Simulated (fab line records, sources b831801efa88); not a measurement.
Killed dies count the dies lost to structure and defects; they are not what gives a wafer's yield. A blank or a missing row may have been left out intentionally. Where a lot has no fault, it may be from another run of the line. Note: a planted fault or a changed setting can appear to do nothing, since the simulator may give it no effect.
Chamber matching | flow gf180mcu | cmp-01 running GF_CONTACT_CMP_27: 4 sister chambers
The step polishes, stops on SiO2, t overpolish 15 s, target thk 0 nm. 8 wafers are shown with their chamber, then 8 later ones without.

## WAFERS WITH THEIR CHAMBER
wafer  | chamber | timeToEndpointS (s) | motorCurrentA (A)
L434.2 | 0       | 69                  | 11.7
L434.4 | 2       | 75                  | 11.7
L446.1 | 0       | 67                  | 11.5
L446.2 | 2       | 74                  | 11.7
L446.5 | 3       | 68                  | 11.2
L448.1 | 3       | 69                  | 11.2
L448.6 | 1       | 69                  | 11.8
L452.1 | 1       | 67                  | 11.2

## WAFERS MISSING THEIR CHAMBER
wafer  | timeToEndpointS (s) | motorCurrentA (A)
L452.3 | 68                  | 11.9
L452.6 | 70                  | 10.8
L453.2 | 69                  | 11.2
L453.4 | 71                  | 11.3
L453.5 | 71                  | 10.9
L454.3 | 73                  | 11.6
L454.5 | 66                  | 11.9
L454.6 | 71                  | 11.2

## CHAMBER TAKEN BY EACH
wafer  | from the rows above               | in truth
L452.3 | can't be placed: 0 or 1 or 3      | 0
L452.6 | can't be placed: 3 or 1 or 0      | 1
L453.2 | can't be placed: 3 or 1 or 0      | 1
L453.4 | can't be placed: 3 or 1 or 0 or 2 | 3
L453.5 | can't be placed: 3 or 1 or 0      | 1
L454.3 | 2                                 | 2
L454.5 | can't be placed: 0 or 1 or 3      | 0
L454.6 | can't be placed: 3 or 1 or 0 or 2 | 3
Correct placement for 1 of the 8. From these rows, 7 cannot be placed; in 7 the true chamber is one of the candidates. 0 placed wrongly.
How it was worked out, from the rows above alone: a wafer's distance from a chamber is the root of the sum, over the readings, of the square of ((its reading less the chamber's mean) divided by the reading's scatter). If the next closest chamber is less than 2 further off than the closest, the wafer can't be placed; otherwise it belongs to the closest. A chamber's mean is the mean of its shown wafers. The scatter: the root of (the sum of the squares of (reading less its chamber's mean) over the shown wafers, divided by (wafers less chambers)).
